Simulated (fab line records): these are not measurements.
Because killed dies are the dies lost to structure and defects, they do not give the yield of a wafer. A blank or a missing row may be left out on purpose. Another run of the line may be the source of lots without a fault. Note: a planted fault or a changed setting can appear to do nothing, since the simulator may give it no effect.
Which tool was responsible? || flow sfq_line || 10 lots, 30 wafers sampled, at 1 step of a route of 325

## WHAT EACH GAUGE READ, for each wafer
SFQ_I1_BOW_MEAS_912. Usual: for I1_BOW the level is 0 um and the standard deviation is 6.6.
{"lot": "L815", "measured": "day 21 22:22", "on": "film_metro-04", "I1_BOW (um)": "-8 -11 -2", "flag": ""}
{"lot": "L816", "measured": "day 23 08:07", "on": "film_metro-01", "I1_BOW (um)": "-1 3 0", "flag": ""}
{"lot": "L822", "measured": "day 26 15:28", "on": "film_metro-04", "I1_BOW (um)": "8 9 6", "flag": ""}
{"lot": "L828", "measured": "day 28 16:47", "on": "film_metro-04", "I1_BOW (um)": "0 -9 -3", "flag": ""}
{"lot": "L829", "measured": "day 29 10:48", "on": "film_metro-01", "I1_BOW (um)": "2 4 0", "flag": ""}
{"lot": "L831", "measured": "day 29 22:23", "on": "film_metro-03", "I1_BOW (um)": "-4 0 1", "flag": ""}
{"lot": "L833", "measured": "day 30 04:46", "on": "film_metro-04", "I1_BOW (um)": "1 -10 7", "flag": ""}
{"lot": "L834", "measured": "day 32 02:41", "on": "film_metro-01", "I1_BOW (um)": "3 -1 5", "flag": ""}
{"lot": "L835", "measured": "day 33 12:07", "on": "film_metro-01", "I1_BOW (um)": "12 2 0", "flag": ""}
{"lot": "L836", "measured": "day 33 18:07", "on": "film_metro-01", "I1_BOW (um)": "10 5 -10", "flag": ""}

## TOOL THAT RAN EACH LOT (tool first, then ch and the chambers of the sampled wafers, then the start)
Before these readings, the record contains no process step.

## AS READ BY THE TOOLS THEMSELVES (means over the sampled wafers that have a number; for cases with no such wafer, the mark the record gives instead)
The record holds no such reading with a usual standard deviation.

## THE ANSWER, worked out from the rows above alone
Rule: a lot is off if the mean of its wafers that have a number lies more than 3 standard deviations from the usual mean. A lot without any number at a reading at which 4 lots or more have one is off too. All remaining lots with rows at the step are treated as sound. Order of review: gauges by route order, followed by the tools' own readings, for which a lot's mean as printed above is used. At the first step where some lot is off, the reading lying furthest off is the one used; lots without a number count as furthest.
Across all readings shown, no lot is off: no conclusion can be drawn from this.

## WHAT THE SIMULATOR HAD PUT IN
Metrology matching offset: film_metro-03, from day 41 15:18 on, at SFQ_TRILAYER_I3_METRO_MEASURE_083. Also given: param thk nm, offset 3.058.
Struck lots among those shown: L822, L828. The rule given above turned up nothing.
